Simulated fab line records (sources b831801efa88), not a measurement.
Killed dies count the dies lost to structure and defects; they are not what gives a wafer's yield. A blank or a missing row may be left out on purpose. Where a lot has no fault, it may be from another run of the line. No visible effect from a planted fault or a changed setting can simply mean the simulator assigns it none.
Matching of chambers :: flow gf180mcu :: 4 sister chambers for GF_V5_CMP_26 on cmp-01
The step polishes, stops on SiO2, t overpolish 15 s, target thk 0 nm. 14 wafers are shown with their chamber, then 7 later ones without.

WAFERS WITH THEIR CHAMBER
wafer: L863.2
chamber: 1
motor_current_A (A): 12.1
time_to_endpoint_s (s): 87
slurry_flow_ml_min: 150.3

wafer: L863.4
chamber: 0
motor_current_A (A): 12.0
time_to_endpoint_s (s): 78
slurry_flow_ml_min: 149.9

wafer: L863.6
chamber: 3
motor_current_A (A): 9.5
time_to_endpoint_s (s): 84
slurry_flow_ml_min: 150.1

wafer: L868.3
chamber: 1
motor_current_A (A): 11.5
time_to_endpoint_s (s): 87
slurry_flow_ml_min: 149.8

wafer: L868.4
chamber: 2
motor_current_A (A): 11.4
time_to_endpoint_s (s): 84
slurry_flow_ml_min: 149.9

wafer: L868.5
chamber: 2
motor_current_A (A): 10.6
time_to_endpoint_s (s): 85
slurry_flow_ml_min: 149.4

wafer: L870.1
chamber: 2
motor_current_A (A): 11.1
time_to_endpoint_s (s): 83
slurry_flow_ml_min: 149.3

wafer: L870.2
chamber: 1
motor_current_A (A): 11.7
time_to_endpoint_s (s): 83
slurry_flow_ml_min: 149.9

wafer: L870.5
chamber: 0
motor_current_A (A): 12.1
time_to_endpoint_s (s): 78
slurry_flow_ml_min: 149.6

wafer: L872.1
chamber: 3
motor_current_A (A): 9.4
time_to_endpoint_s (s): 84
slurry_flow_ml_min: 149.7

wafer: L872.4
chamber: 1
motor_current_A (A): 12.1
time_to_endpoint_s (s): 88
slurry_flow_ml_min: 149.4

wafer: L872.5
chamber: 3
motor_current_A (A): 9.6
time_to_endpoint_s (s): 82
slurry_flow_ml_min: 149.8

wafer: L874.1
chamber: 0
motor_current_A (A): 11.7
time_to_endpoint_s (s): 79
slurry_flow_ml_min: 149.8

wafer: L874.2
chamber: 1
motor_current_A (A): 11.4
time_to_endpoint_s (s): 89
slurry_flow_ml_min: 149.9

SIGNATURES, as means of the wafers listed above
reading: motor_current_A
chamber 0: 11.933
chamber 1: 11.760
chamber 2: 11.033
chamber 3: 9.500
scatter within a chamber: 0.294

reading: time_to_endpoint_s
chamber 0: 78.33
chamber 1: 86.80
chamber 2: 84.00
chamber 3: 83.33
scatter within a chamber: 1.62

reading: slurry_flow_ml_min
chamber 0: 149.767
chamber 1: 149.860
chamber 2: 149.533
chamber 3: 149.867
scatter within a chamber: 0.274
Rule: for a wafer and a chamber, the distance is found by dividing, reading by reading, the gap between the wafer's reading and the chamber's mean by the reading's scatter, squaring, summing and taking the root. The wafer belongs to the nearest chamber; if the next one is less than 2 further off, it can't be placed. The scatter: take each reading less its chamber's mean, square it, sum over the shown wafers, divide by the number of wafers less the number of chambers, and take the root.

WAFERS WITH NO CHAMBER GIVEN
wafer: L874.4
motor_current_A (A): 9.2
time_to_endpoint_s (s): 84
slurry_flow_ml_min: 150.2

wafer: L879.3
motor_current_A (A): 11.5
time_to_endpoint_s (s): 80
slurry_flow_ml_min: 150.0

wafer: L879.5
motor_current_A (A): 12.3
time_to_endpoint_s (s): 78
slurry_flow_ml_min: 150.4

wafer: L879.6
motor_current_A (A): 9.6
time_to_endpoint_s (s): 86
slurry_flow_ml_min: 150.3

wafer: L880.1
motor_current_A (A): 11.3
time_to_endpoint_s (s): 88
slurry_flow_ml_min: 150.5

wafer: L880.2
motor_current_A (A): 9.4
time_to_endpoint_s (s): 84
slurry_flow_ml_min: 150.4

wafer: L880.6
motor_current_A (A): 12.0
time_to_endpoint_s (s): 93
slurry_flow_ml_min: 150.0

CHAMBER TAKEN BY EACH
wafer: L874.4
from the rows above: 3
in truth: 3

wafer: L879.3
from the rows above: can't be placed: 0 or 2
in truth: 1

wafer: L879.5
from the rows above: 0
in truth: 0

wafer: L879.6
from the rows above: 3
in truth: 3

wafer: L880.1
from the rows above: can't be placed: 1 or 2
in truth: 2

wafer: L880.2
from the rows above: 3
in truth: 3

wafer: L880.6
from the rows above: 1
in truth: 1
Placed correctly: 5 of 7. Cannot be placed on the basis of these rows: 2; the candidates contain the true chamber in 1. 0 placed wrongly.
